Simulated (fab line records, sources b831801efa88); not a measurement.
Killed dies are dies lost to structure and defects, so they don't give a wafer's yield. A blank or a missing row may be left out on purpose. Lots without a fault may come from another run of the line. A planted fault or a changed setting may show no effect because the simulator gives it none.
Which tool did it? | flow gf180mcu | 13 lots, 39 wafers sampled, at 5 steps of a route of 602

WHAT THE GAUGES READ, wafer by wafer
GF_SAB_THK_MEAS_01.
lot  | measured     | on            | SAB_CVD_00_THK (nm)
L536 | day 14 06:54 | film_metro-01 | 50.4 51.0 51.6
L537 | day 14 17:53 | film_metro-01 | 50.7 50.0 51.2
L538 | day 15 07:46 | film_metro-01 | 50.0 51.1 50.9
L539 | day 15 10:39 | film_metro-01 | 49.9 49.6 50.5
L545 | day 17 11:09 | film_metro-02 | 45.1 50.2 50.7
L546 | day 17 23:38 | film_metro-02 | 44.5 50.3 50.5
L553 | day 20 06:03 | film_metro-02 | 47.8 49.3 49.3
L554 | day 20 13:11 | film_metro-01 | 49.6 49.9 49.7
L555 | day 20 23:13 | film_metro-01 | 50.6 51.3 51.1
L556 | day 21 09:15 | film_metro-02 | 49.4 49.5 49.6
L557 | day 21 17:55 | film_metro-04 | 49.4 49.2 51.1
L558 | day 22 01:41 | film_metro-02 | 50.1 51.1 51.4
L559 | day 22 03:32 | film_metro-04 | 49.3 50.8 50.1

GF_CONTACT_THK_MEAS_01.
lot  | measured     | on            | CONTACT_CVD_00_THK (nm)
L536 | day 15 04:56 | film_metro-04 | 305 304 304
L537 | day 15 16:26 | film_metro-03 | 301 308 306
L538 | day 16 06:30 | film_metro-02 | 302 304 302
L539 | day 16 09:08 | film_metro-03 | 298 298 302
L545 | day 18 11:54 | film_metro-03 | 304 302 303
L546 | day 19 00:26 | film_metro-02 | 299 297 300
L553 | day 21 07:20 | film_metro-04 | 296 292 296
L554 | day 21 14:14 | film_metro-02 | 300 300 304
L555 | day 22 00:02 | film_metro-04 | 298 299 301
L556 | day 22 09:55 | film_metro-03 | 303 300 307
L557 | day 22 18:14 | film_metro-02 | 299 300 301
L558 | day 23 02:00 | film_metro-04 | 301 301 299
L559 | day 23 03:31 | film_metro-03 | 295 300 297

GF_V1_CD_MEAS_14: target cd 260 nm.
lot  | measured     | on        | cd_nm (nm)
L536 | day 18 04:04 | cd_sem-02 | 260.6 260.5 260.4
L537 | day 18 17:58 | cd_sem-02 | 260.4 260.6 260.4
L538 | day 19 07:35 | cd_sem-02 | 260.1 260.4 260.3
L539 | day 19 10:26 | cd_sem-02 | 260.7 260.0 261.6
L545 | day 21 16:41 | cd_sem-02 | 258.4 256.3 258.5
L546 | day 22 04:34 | cd_sem-01 | 260.6 259.4 259.7
L553 | day 24 07:44 | cd_sem-02 | 258.8 258.8 258.7
L554 | day 24 13:53 | cd_sem-01 | 261.9 262.5 261.7
L555 | day 24 22:35 | cd_sem-01 | 260.3 259.3 261.8
L556 | day 25 08:18 | cd_sem-02 | 260.4 260.7 260.5
L557 | day 25 16:20 | cd_sem-01 | 260.0 259.5 259.8
L558 | day 25 23:29 | cd_sem-01 | 261.1 260.8 259.7
L559 | day 25 23:44 | cd_sem-01 | 260.3 258.5 261.0

GF_M2_RS_MEAS_05: measures by four-point-probe.
lot  | measured     | on            | M2_ALCU_RS (ohm/sq)
L536 | day 18 05:49 | film_metro-04 | 0.0697 0.0687 0.0700
L537 | day 18 19:44 | film_metro-03 | 0.0697 0.0706 0.0705
L538 | day 19 09:20 | film_metro-03 | 0.0688 0.0691 0.0684
L539 | day 19 12:10 | film_metro-03 | 0.0700 0.0700 0.0702
L545 | day 21 18:25 | film_metro-01 | 0.0682 0.0696 0.0689
L546 | day 22 06:19 | film_metro-01 | 0.0698 0.0695 0.0696
L553 | day 24 09:28 | film_metro-01 | 0.0695 0.0709 0.0693
L554 | day 24 15:37 | film_metro-03 | 0.0689 0.0693 0.0691
L555 | day 25 00:25 | film_metro-03 | 0.0706 0.0702 0.0696
L556 | day 25 10:02 | film_metro-03 | 0.0695 0.0684 0.0690
L557 | day 25 18:06 | film_metro-04 | 0.0692 0.0698 0.0693
L558 | day 26 01:26 | film_metro-04 | 0.0691 0.0698 0.0698
L559 | day 26 01:31 | film_metro-03 | 0.0717 0.0705 0.0712

WHICH TOOL RAN EACH LOT (tool, then ch and the chambers of the sampled wafers, then the start)
lot  | GF_SAB_CVD_00
L536 | pecvd-02 ch 0,1,2, day 14 06:52
L537 | pecvd-02 ch 0,1, day 14 17:52
L538 | pecvd-03 ch 0,1,2, day 15 07:44
L539 | pecvd-02 ch 0,1,2, day 15 10:38
L545 | pecvd-02 ch 1,2, day 17 11:08
L546 | pecvd-02 ch 1,2, day 17 23:37
L553 | pecvd-01 ch 0,1, day 20 06:02
L554 | pecvd-01 ch 1,2, day 20 13:10
L555 | pecvd-02 ch 0,2, day 20 23:08
L556 | pecvd-03 ch 1,2, day 21 09:14
L557 | pecvd-01 ch 0,1,2, day 21 17:53
L558 | pecvd-02 ch 0,2, day 22 01:38
L559 | pecvd-01 ch 0,1,2, day 22 03:31
- GF_SAB_CVD_00: deposits SiO2 from TEOS, target thk 50 nm, time 4.9302 s.

WHAT THE TOOLS THEMSELVES READ (means of the sampled wafers that have a number; where no wafer has one, the mark that the record gives instead)
GF_SAB_CVD_00.
lot  | tool     | heater_power_outer_w (W) | heater_power_w (W)
L536 | pecvd-02 | 378                      | 654
L537 | pecvd-02 | 335                      | 614
L538 | pecvd-03 | 309                      | 571
L539 | pecvd-02 | 387                      | 637
L545 | pecvd-02 | 422                      | 686
L546 | pecvd-02 | 379                      | 616
L553 | pecvd-01 | 402                      | 676
L554 | pecvd-01 | 404                      | 698
L555 | pecvd-02 | 363                      | 631
L556 | pecvd-03 | 319                      | 577
L557 | pecvd-01 | 418                      | 725
L558 | pecvd-02 | 345                      | 615
L559 | pecvd-01 | 397                      | 666

THE ANSWER, worked out from the rows above alone
Rule: what is usual is taken from the lots themselves. Put in order of their means at a reading, lots are off if they are a third of the lots or fewer, leave a main group of 4 or more, and stand apart from it by a gap of 3 or more times the standard deviation of the main group's means; of several such gaps the widest counts. A main group whose means are all the same, to the digits that the tables above print for the reading, isn't used. A lot without any number at a reading at which 4 lots or more have one is off too. The other lots that the step has rows for count as sound. The gauges are gone through in route order, then the tools' own readings, and for those a lot's mean is taken as printed above. The first step at which some lot is off is used, and at that step the reading that is off furthest; a lot without a number counts as furthest.
No lot is off at any reading shown: from this, nothing can be told.

WHAT THE SIMULATOR HAD PUT IN
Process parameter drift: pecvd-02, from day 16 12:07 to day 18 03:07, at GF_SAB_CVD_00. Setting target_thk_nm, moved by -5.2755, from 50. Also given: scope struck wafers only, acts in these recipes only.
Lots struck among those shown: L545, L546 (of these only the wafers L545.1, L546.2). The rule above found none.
